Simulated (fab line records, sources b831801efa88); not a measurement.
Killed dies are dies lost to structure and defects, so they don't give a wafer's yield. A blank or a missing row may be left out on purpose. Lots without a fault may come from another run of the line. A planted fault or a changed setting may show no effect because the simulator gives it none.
Which tool did it? | flow gf180mcu | 11 lots, 33 wafers sampled, at 5 steps of a route of 602

WHAT THE GAUGES READ, wafer by wafer
GF_M3_CD_MEAS_14: target cd 280 nm.
lot  | measured     | on        | cd_nm (nm)
L695 | day 21 06:10 | cd_sem-02 | 279.0 280.0 280.5
L698 | day 22 20:43 | cd_sem-02 | 281.5 281.6 281.1
L701 | day 24 18:49 | cd_sem-02 | 279.7 280.9 278.9
L704 | day 25 11:08 | cd_sem-02 | 281.5 281.9 281.1
L707 | day 26 01:49 | cd_sem-01 | 280.8 281.0 281.8
L708 | day 26 07:24 | cd_sem-01 | 280.9 281.1 281.7
L710 | day 27 02:58 | cd_sem-01 | 279.0 281.4 280.6
L711 | day 27 03:57 | cd_sem-02 | 280.8 280.5 281.5
L713 | day 27 18:52 | cd_sem-01 | 277.7 278.1 277.3
L714 | day 28 02:34 | cd_sem-02 | 279.5 279.1 279.3
L716 | day 28 11:44 | cd_sem-01 | 278.1 279.4 277.4

GF_M3_OVL_MEAS_15.
lot  | measured     | on         | M3_OVL (nm)
L695 | day 21 06:14 | overlay-01 | 8 1 6
L698 | day 22 20:50 | overlay-01 | -4 0 -1
L701 | day 24 18:56 | overlay-01 | -3 -3 -3
L704 | day 25 11:14 | overlay-02 | 5 5 1
L707 | day 26 01:53 | overlay-01 | 11 3 7
L708 | day 26 07:31 | overlay-01 | -5 -1 -4
L710 | day 27 03:05 | overlay-01 | 8 7 14
L711 | day 27 04:04 | overlay-01 | -2 -5 -2
L713 | day 27 18:57 | overlay-02 | 8 10 5
L714 | day 28 02:41 | overlay-02 | 5 6 5
L716 | day 28 11:50 | overlay-01 | -6 -4 -2

GF_V3_THK_MEAS_03.
lot  | measured     | on            | V3_CVD_02_THK (nm)
L695 | day 21 07:12 | film_metro-04 | 864 867 868
L698 | day 22 21:45 | film_metro-04 | 856 840 858
L701 | day 24 19:49 | film_metro-03 | 847 866 1146 847 866 1146
L704 | day 25 12:08 | film_metro-02 | 1114 850 1137 1113 849 1136
L707 | day 26 02:47 | film_metro-03 | 859 864 859
L708 | day 26 08:24 | film_metro-03 | 832 842 859
L710 | day 27 03:58 | film_metro-02 | 836 848 855
L711 | day 27 04:58 | film_metro-03 | 851 851 841
L713 | day 27 19:51 | film_metro-03 | 869 872 876
L714 | day 28 03:34 | film_metro-04 | 855 859 865
L716 | day 28 12:44 | film_metro-02 | 839 847 864

WHICH TOOL RAN EACH LOT (tool, then ch and the chambers of the sampled wafers, then the start)
lot  | GF_M3_SPUTTER_04             | GF_V3_CVD_02
L695 | pvd_sputter-03, day 20 06:11 | pecvd-01 ch 0,1,2, day 21 07:08
L698 | pvd_sputter-03, day 21 21:16 | pecvd-02 ch 0,1, day 22 21:39
L701 | pvd_sputter-02, day 23 20:14 | pecvd-02 ch 0,1,2, day 24 19:45
L704 | pvd_sputter-03, day 24 13:58 | pecvd-02 ch 0,2, day 25 12:03
L707 | pvd_sputter-01, day 25 04:18 | pecvd-01 ch 0,1,2, day 26 02:43
L708 | pvd_sputter-03, day 25 10:34 | pecvd-04 ch 1,2, day 26 08:20
L710 | pvd_sputter-03, day 26 06:40 | pecvd-04 ch 1,2, day 27 03:53
L711 | pvd_sputter-02, day 26 07:35 | pecvd-04 ch 1,2, day 27 04:53
L713 | pvd_sputter-01, day 26 22:16 | pecvd-04 ch 0,1,2, day 27 19:47
L714 | pvd_sputter-03, day 27 07:52 | pecvd-04 ch 1,2, day 28 03:29
L716 | pvd_sputter-03, day 27 16:35 | pecvd-01 ch 0,1,2, day 28 12:39
- GF_M3_SPUTTER_04: material TiN, target thk 50 nm, time 41.7 s.
- GF_V3_CVD_02: deposits SiO2 from TEOS, target thk 850 nm, time 94.851 s.

WHAT THE TOOLS THEMSELVES READ (means of the sampled wafers that have a number; where no wafer has one, the mark that the record gives instead)
GF_M3_SPUTTER_04.
lot  | tool           | throttle_valve_pct (%)
L695 | pvd_sputter-03 | 30.7
L698 | pvd_sputter-03 | 29.8
L701 | pvd_sputter-02 | 30.1
L704 | pvd_sputter-03 | 29.2
L707 | pvd_sputter-01 | 30.6
L708 | pvd_sputter-03 | 30.1
L710 | pvd_sputter-03 | 29.4
L711 | pvd_sputter-02 | 29.8
L713 | pvd_sputter-01 | 30.2
L714 | pvd_sputter-03 | 29.4
L716 | pvd_sputter-03 | 30.2

GF_V3_CVD_02.
lot  | tool     | heater_power_outer_w (W) | heater_power_w (W)
L695 | pecvd-01 | 369                      | 623
L698 | pecvd-02 | 402                      | 716
L701 | pecvd-02 | 424                      | 737
L704 | pecvd-02 | 461                      | 780
L707 | pecvd-01 | 368                      | 620
L708 | pecvd-04 | 311                      | 585
L710 | pecvd-04 | 315                      | 592
L711 | pecvd-04 | 301                      | 587
L713 | pecvd-04 | 305                      | 592
L714 | pecvd-04 | 292                      | 557
L716 | pecvd-01 | 321                      | 556

THE ANSWER, worked out from the rows above alone
Rule: what is usual is taken from the lots themselves. Put in order of their means at a reading, lots are off if they are a third of the lots or fewer, leave a main group of 4 or more, and stand apart from it by a gap of 3 or more times the standard deviation of the main group's means; of several such gaps the widest counts. A main group whose means are all the same, to the digits that the tables above print for the reading, isn't used. A lot without any number at a reading at which 4 lots or more have one is off too. The other lots that the step has rows for count as sound. The gauges are gone through in route order, then the tools' own readings, and for those a lot's mean is taken as printed above. The first step at which some lot is off is used, and at that step the reading that is off furthest; a lot without a number counts as furthest.
Off: L701, L704, at GF_V3_THK_MEAS_03 (V3_CVD_02_THK). The main group: mean 855 nm, standard deviation 9.2.
A tool fits if, at a process step before that reading, it ran every lot that is off, and no sound lot after the first of them. The gauges at GF_V3_THK_MEAS_03 aren't tried: what is off there is off at GF_V3_CVD_02 too, on other tools, and a gauge's error can't cause that. One fits: pecvd-02 at GF_V3_CVD_02. Its last sound lot is L698 (day 22 21:39), its first lot that is off L701 (day 24 19:45): a fault that began between those two fits.

WHAT THE SIMULATOR HAD PUT IN
Process parameter drift: pecvd-02, from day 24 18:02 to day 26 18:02, at GF_V3_CVD_02. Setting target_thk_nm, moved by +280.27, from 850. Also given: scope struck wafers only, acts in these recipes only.
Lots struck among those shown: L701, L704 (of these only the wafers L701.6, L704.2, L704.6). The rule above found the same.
